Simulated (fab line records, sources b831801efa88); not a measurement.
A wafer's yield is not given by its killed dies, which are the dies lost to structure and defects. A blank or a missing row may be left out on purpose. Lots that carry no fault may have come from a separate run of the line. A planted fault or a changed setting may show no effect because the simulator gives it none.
fab line records ; flow sky130
[record] lots = 15; wafers = 45; last_day = 50
route steps=708 shown SONOS_TUNNEL@160 VIA2@520
lots that met no fault: from a run of the same line without faults
start_h: hours from the record's first day to the start of the lot's first wafer shown ; wait_h: time in hours since the lot's previous step ; " unchanged from the row above ; L1.1+2: a single row standing in for several wafers ; - either no value or no given start ; * or withheld: withheld ; < > ~ a bound
route shown NAME@n: NAME is a module with steps in the file, n the number in the route of the first one ; usual: the fault-free wafers' mean and standard deviation ; same: alike in all rows ; chamber/n: place in a boat ; sites: the reading at each site ; _std_site: the values' standard deviation ; _edge_site: mean of outer sites minus mean of inner sites ; radius_mm: how far each site lies from the wafer's centre ; mask NAME#n: copy n ; behind: the last tool/chamber to shape the wafer ; hold: what put the lot on hold/how long, in hours/how the hold closed ; device: transistor that didn't switch, given as n, p or np ; end of line: the route-end tests of the same wafers ; for a step that has no rows: nothing shown but its recipe ; killed: dies that structure and defects cost at the first sort, which is not the same as the wafer's yield ; map: the dies of a wafer, with x for killed, . for not killed, _ for no die there
set.NAME: setting as actually run; set.NAME@STEP: the setting as run at that earlier step ; model.NAME: the simulator's own value behind a step, which no gauge read
the route's steps for a sample of lots (tables are steps, rows are wafers)
services: from which hour (start_h, from the record's first day; less than 0 if before it) a tool's chamber was out of use, for how many hours, and why
[[steps]]
[step SKY_SONOS_TUNNEL_DEVELOP_06]
[recipe] resist = NOVOLAK; developer = TMAH; develop_time_s = 60; dev_temp_c = 23
[usual] chill_plate_temp_C = 22.97/0.099; develop_time_s = 60/0
lot.wafer;tool;chamber;start_h;wait_h;chill_plate_temp_C;develop_time_s
L613.1;litho_track-04;0;249.84;0.1;22.96;60
L613.3;litho_track-04;0;249.84;0.1;22.89;60
L613.5;litho_track-04;0;249.84;0.1;22.98;60
L614.1;litho_track-04;0;258.74;0.1;23.05;60
L614.3;litho_track-04;0;258.74;0.1;23.01;60
L614.4;litho_track-04;0;258.74;0.1;23.09;60
L615.2;litho_track-03;0;263.64;0.1;22.94;60
L615.3;litho_track-03;0;263.64;0.1;22.97;60
L615.4;litho_track-03;0;263.64;0.1;22.97;60
L617.1;litho_track-02;0;282.79;0.1;22.93;60
L617.5;litho_track-02;0;282.79;0.1;22.93;60
L617.6;litho_track-02;0;282.79;0.1;22.90;60
L618.3;litho_track-04;0;289.49;0.1;22.84;60
L618.4;litho_track-04;0;289.49;0.1;22.97;60
L618.5;litho_track-04;0;289.49;0.1;22.90;60
L619.3;litho_track-04;-;301.19;0.1;-;-
L619.4;litho_track-04;-;301.19;0.1;-;-
L619.5;litho_track-04;-;301.19;0.1;-;-
L620.1;litho_track-02;-;302.34;0.1;-;-
L620.3;litho_track-02;-;302.34;0.1;-;-
L620.5;litho_track-02;-;302.34;0.1;-;-
L621.3;litho_track-02;-;315.14;0.1;-;-
L621.4;litho_track-02;-;315.14;0.1;-;-
L621.5;litho_track-02;-;315.14;0.1;-;-
L622.1;litho_track-04;0;320.04;0.1;23.05;60
L622.3;litho_track-04;0;320.04;0.1;22.97;60
L622.4;litho_track-04;0;320.04;0.1;22.98;60
L629.2;litho_track-04;0;377.41;0.1;22.75;60
L629.4;litho_track-04;0;377.41;0.1;23.08;60
L629.6;litho_track-04;0;377.41;0.1;22.88;60
L630.1;litho_track-04;0;408.94;0.1;22.93;60
L630.5;litho_track-04;0;408.94;0.1;23.12;60
L630.6;litho_track-04;0;408.94;0.1;22.92;60
L632.1;litho_track-02;0;419.78;0.1;22.90;60
L632.2;litho_track-02;0;419.78;0.1;22.97;60
L632.6;litho_track-02;0;419.78;0.1;22.96;60
L631.2;litho_track-03;0;420.49;0.1;22.86;60
L631.3;litho_track-03;0;420.49;0.1;23.03;60
L631.6;litho_track-03;0;420.49;0.1;23.17;60
L634.3;litho_track-02;0;423.83;0.1;23.01;60
L634.4;litho_track-02;0;423.83;0.1;23.16;60
L634.5;litho_track-02;0;423.83;0.1;22.90;60
L636.4;litho_track-04;0;443.11;0.1;22.93;60
L636.5;litho_track-04;0;443.11;0.1;22.94;60
L636.6;litho_track-04;0;443.11;0.1;23.13;60
[step SKY_VIA2_OVL_MEAS_13]
[usual] VIA2_OVL = -2/4.9
lot.wafer;tool;chamber;start_h;wait_h;VIA2_OVL[nm]
L613.1;overlay-01;-;846.96;0.1;-9
L613.3;overlay-01;-;846.96;0.1;-7
L613.5;overlay-01;-;846.96;0.1;1
L614.1;overlay-01;-;861.20;0.1;-5
L614.3;overlay-01;-;861.20;0.1;-11
L614.4;overlay-01;-;861.20;0.1;-10
L615.2;overlay-01;-;863.61;0.1;-4
L615.3;overlay-01;-;863.61;0.1;1
L615.4;overlay-01;-;863.61;0.1;-1
L617.1;overlay-01;-;874.81;0.1;-11
L617.5;overlay-01;-;874.81;0.1;-9
L617.6;overlay-01;-;874.81;0.1;-9
L618.3;overlay-02;-;894.22;0.1;-8
L618.4;overlay-02;-;894.22;0.1;-3
L618.5;overlay-02;-;894.22;0.1;-1
L622.1;overlay-01;-;920.10;0.1;-5
L622.3;overlay-01;-;920.10;0.1;1
L622.4;overlay-01;-;920.10;0.1;-2
L629.2;overlay-01;-;971.24;0.1;-2
L629.4;overlay-01;-;971.24;0.1;1
L629.6;overlay-01;-;971.24;0.1;-3
L630.1;overlay-01;-;1001.16;0.1;2
L630.5;overlay-01;-;1001.16;0.1;11
L630.6;overlay-01;-;1001.16;0.1;-1
L631.2;overlay-02;-;1001.46;0.1;-6
L631.3;overlay-02;-;1001.46;0.1;-10
L631.6;overlay-02;-;1001.46;0.1;-7
L632.1;overlay-02;-;1002.16;0.1;4
L632.2;overlay-02;-;1002.16;0.1;3
L632.6;overlay-02;-;1002.16;0.1;-1
L634.3;overlay-02;-;1003.12;0.1;-4
L634.4;overlay-02;-;1003.12;0.1;-6
L634.5;overlay-02;-;1003.12;0.1;4
L636.4;overlay-02;-;1026.02;0.1;-1
L636.5;overlay-02;-;1026.02;0.1;-10
L636.6;overlay-02;-;1026.02;0.1;-8
[step SKY_VIA2_ETCH_14]
[recipe] chemistry = N2/H2; target = BARC; ion_energy_ev = 200; source_w = 500; bias_w = 100; pressure_mtorr = 30; n2_flow_sccm = 100; h2_flow_sccm = 200; stop_on = SiO2; time_s = 45.9; target_depth_a = 600
[usual] drypump_motor_current_A = 5.7/0.4; h2_flow_sccm = 200.0/0.6; oes_product_au = 0.856/0.005; throttle_valve_pct = 13.225/0.0095
[same] time_s = 45.9
lot.wafer;tool;chamber;start_h;wait_h;drypump_motor_current_A;h2_flow_sccm;oes_product_au;rf_hours_counter_h;throttle_valve_pct
L613.1;rie_diel-01;1;846.99;0.0;5.9;198.5;0.854;27;13.211
L613.3;rie_diel-01;3;846.99;0.0;5.0;201.2;0.847;18;13.229
L613.5;rie_diel-01;2;846.99;0.0;5.3;199.7;0.855;-;13.222
L614.1;rie_diel-01;3;861.24;0.0;5.0;198.6;0.857;18;13.218
L614.3;rie_diel-01;0;861.24;0.0;6.5;199.9;0.845;14;13.224
L614.4;rie_diel-01;1;861.24;0.0;6.0;199.5;0.851;27;13.230
L615.2;rie_diel-04;1;863.64;0.0;5.5;200.6;0.864;7;13.231
L615.3;rie_diel-04;0;863.64;0.0;6.2;199.9;0.852;18;13.227
L615.4;rie_diel-04;2;863.64;0.0;5.5;201.2;0.857;5;13.220
L617.1;rie_diel-04;0;874.84;0.0;6.2;199.6;0.865;18;13.228
L617.5;rie_diel-04;2;874.84;0.0;5.5;199.6;0.868;-;13.226
L617.6;rie_diel-04;1;874.84;0.0;5.4;201.0;0.859;-;13.239
L618.3;rie_diel-04;1;894.24;0.0;5.5;200.3;0.862;7;13.243
L618.4;rie_diel-04;3;894.24;0.0;5.4;200.2;0.857;18;13.226
L618.5;rie_diel-04;2;894.24;0.0;5.5;199.9;0.854;-;13.217
L622.1;rie_diel-01;1;920.14;0.0;5.9;199.6;0.850;1;13.212
L622.3;rie_diel-01;3;920.14;0.0;5.0;200.2;0.855;20;13.219
L622.4;rie_diel-01;0;920.14;0.0;6.4;199.6;0.849;16;13.228
L629.2;rie_diel-01;1;971.27;0.0;5.9;199.3;0.858;2;13.238
L629.4;rie_diel-01;2;971.27;0.0;5.3;199.5;0.855;12;13.244
L629.6;rie_diel-01;1;971.27;0.0;5.9;201.0;0.852;-;13.218
L630.1;rie_diel-02;1;1001.20;0.0;5.7;199.0;0.862;19;13.224
L630.5;rie_diel-02;0;1001.20;0.0;6.0;199.5;0.856;-;13.209
L630.6;rie_diel-02;3;1001.20;0.0;6.1;200.3;0.862;-;13.238
L631.2;rie_diel-01;2;1001.49;0.0;5.3;199.6;0.851;14;13.205
L631.3;rie_diel-01;1;1001.49;0.0;5.9;199.9;0.863;4;13.216
L631.6;rie_diel-01;1;1001.49;0.0;6.0;199.4;0.861;-;13.206
L632.1;rie_diel-02;3;1002.20;0.0;6.1;201.0;0.850;27;13.227
L632.2;rie_diel-02;1;1002.20;0.0;5.8;199.4;0.863;19;13.221
L632.6;rie_diel-02;3;1002.20;0.0;6.2;199.6;0.856;-;13.225
L634.3;rie_diel-02;0;1003.14;0.0;6.0;200.4;0.856;29;13.237
L634.4;rie_diel-02;2;1003.14;0.0;5.7;199.8;0.852;28;13.228
L634.5;rie_diel-02;0;1003.14;0.0;6.0;200.6;0.861;-;13.227
L636.4;rie_diel-04;1;1026.04;0.0;5.5;200.6;0.865;11;13.212
L636.5;rie_diel-04;1;1026.04;0.0;5.5;199.1;0.854;-;13.231
L636.6;rie_diel-04;2;1026.04;0.0;5.5;199.7;0.849;-;13.226
[step SKY_VIA2_RS_MEAS_22]
[recipe] thk_meas_gauge = four-point-probe; reads = W_of_VIA2_CVD_21+TiN_of_VIA2_SPUTTER_20
[usual] VIA2_W_RS = 0.2740/0.0024
lot.wafer;tool;chamber;start_h;wait_h;VIA2_W_RS[ohm/sq]
L613.1;film_metro-04;-;847.88;0.1;0.2773
L613.3;film_metro-04;-;847.88;0.1;0.2794
L613.5;film_metro-04;-;847.88;0.1;0.2743
L614.1;film_metro-04;-;862.16;0.1;0.2731
L614.3;film_metro-04;-;862.16;0.1;0.2774
L614.4;film_metro-04;-;862.16;0.1;0.2761
L615.2;film_metro-02;-;864.59;0.1;0.2771
L615.3;film_metro-02;-;864.59;0.1;0.2734
L615.4;film_metro-02;-;864.59;0.1;0.2761
L617.1;film_metro-04;-;875.74;0.1;0.2694
L617.5;film_metro-04;-;875.74;0.1;0.2693
L617.6;film_metro-04;-;875.74;0.1;0.2721
L618.3;film_metro-01;-;895.24;0.1;0.2694
L618.4;film_metro-01;-;895.24;0.1;0.2692
L618.5;film_metro-01;-;895.24;0.1;0.2708
L622.1;film_metro-04;-;921.20;0.2;0.2761
L622.3;film_metro-04;-;921.20;0.2;0.2731
L622.4;film_metro-04;-;921.20;0.2;0.2719
L629.2;film_metro-04;-;972.21;0.1;0.2781
L629.4;film_metro-04;-;972.21;0.1;0.2743
L629.6;film_metro-04;-;972.21;0.1;0.2778
L630.1;film_metro-04;-;1002.53;0.1;0.2721
L630.5;film_metro-04;-;1002.53;0.1;0.2741
L630.6;film_metro-04;-;1002.53;0.1;0.2719
L631.2;film_metro-04;-;1002.91;0.1;0.2728
L631.3;film_metro-04;-;1002.91;0.1;0.2758
L631.6;film_metro-04;-;1002.91;0.1;0.2754
L632.1;film_metro-04;-;1003.21;0.1;0.2759
L632.2;film_metro-04;-;1003.21;0.1;0.2728
L632.6;film_metro-04;-;1003.21;0.1;0.2685
L634.3;film_metro-02;-;1004.37;0.1;0.2725
L634.4;film_metro-02;-;1004.37;0.1;0.2778
L634.5;film_metro-02;-;1004.37;0.1;0.2741
L636.4;film_metro-02;-;1027.43;0.1;0.2772
L636.5;film_metro-02;-;1027.43;0.1;0.2796
L636.6;film_metro-02;-;1027.43;0.1;0.2785
[[services]]
tool;chamber;start_h;hours;kind
rie_diel-04;-;249.18;15.6;pm
rie_diel-04;-;270.81;37.8;repair
rie_diel-04;2;273.96;5.7;repair
rie_diel-04;0;274.08;5.6;repair
rie_diel-04;1;284.66;15.2;repair
rie_diel-01;-;302.82;0.8;repair
rie_diel-04;1;310.73;2.6;repair
rie_diel-01;1;322.34;3.9;repair
rie_diel-04;-;458.20;2.6;repair
rie_diel-04;1;460.96;2.5;repair
rie_diel-01;2;529.25;3.2;repair
rie_diel-01;-;540.76;0.5;repair
rie_diel-04;-;590.31;0.6;repair
rie_diel-01;-;612.19;18.2;repair
rie_diel-01;3;618.78;5.1;repair
rie_diel-04;1;631.02;8.9;repair
rie_diel-01;0;633.16;21.4;repair
rie_diel-01;1;673.67;1.8;repair
rie_diel-01;2;683.76;12.6;repair
rie_diel-01;-;775.53;0.5;repair
rie_diel-04;3;821.35;2.6;repair
rie_diel-04;1;852.33;9.6;repair
rie_diel-04;-;858.91;2.8;pm
rie_diel-01;3;907.23;3.8;repair
[[key]]
[first_sign] step = SKY_SONOS_TUNNEL_DEVELOP_06; reading = tool_record; direction = missing
effect none on later readings
met_at SKY_SONOS_TUNNEL_DEVELOP_06
struck_lots L619,L620,L621
later_rows_left_out L619.3,L619.4,L619.5,L620.1,L620.3,L620.5,L621.3,L621.4,L621.5
sort_left_out L619.3,L619.4,L619.5,L620.1,L620.3,L620.5,L621.3,L621.4,L621.5
tester_left_out L619,L620,L621
not_acting_at SKY_VIA2_OVL_MEAS_13,SKY_VIA2_ETCH_14,SKY_VIA2_RS_MEAS_22
onset_between 289.49 301.19
[fault] kind = skipped_step_whole; tool = litho_track-02,litho_track-04; chamber = -; onset_h = 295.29; steps = SKY_SONOS_TUNNEL_DEVELOP_06; scope = struck_lots_only
// tester_left_out: of these lots the tester's yield and bins aren't shown, on N5 and GAA mostly nor the transistor test; their killed dies are dies lost to structure and defects alone, not to doping, threshold or leakage, so they don't give the yield
// sort_left_out: the simulated sort isn't trusted on such a fault, so these wafers' sort isn't shown, and their yield isn't known
// later_rows_left_out: the simulator's readings of these wafers behind a module that went badly wrong aren't trusted and aren't shown, but for the sort
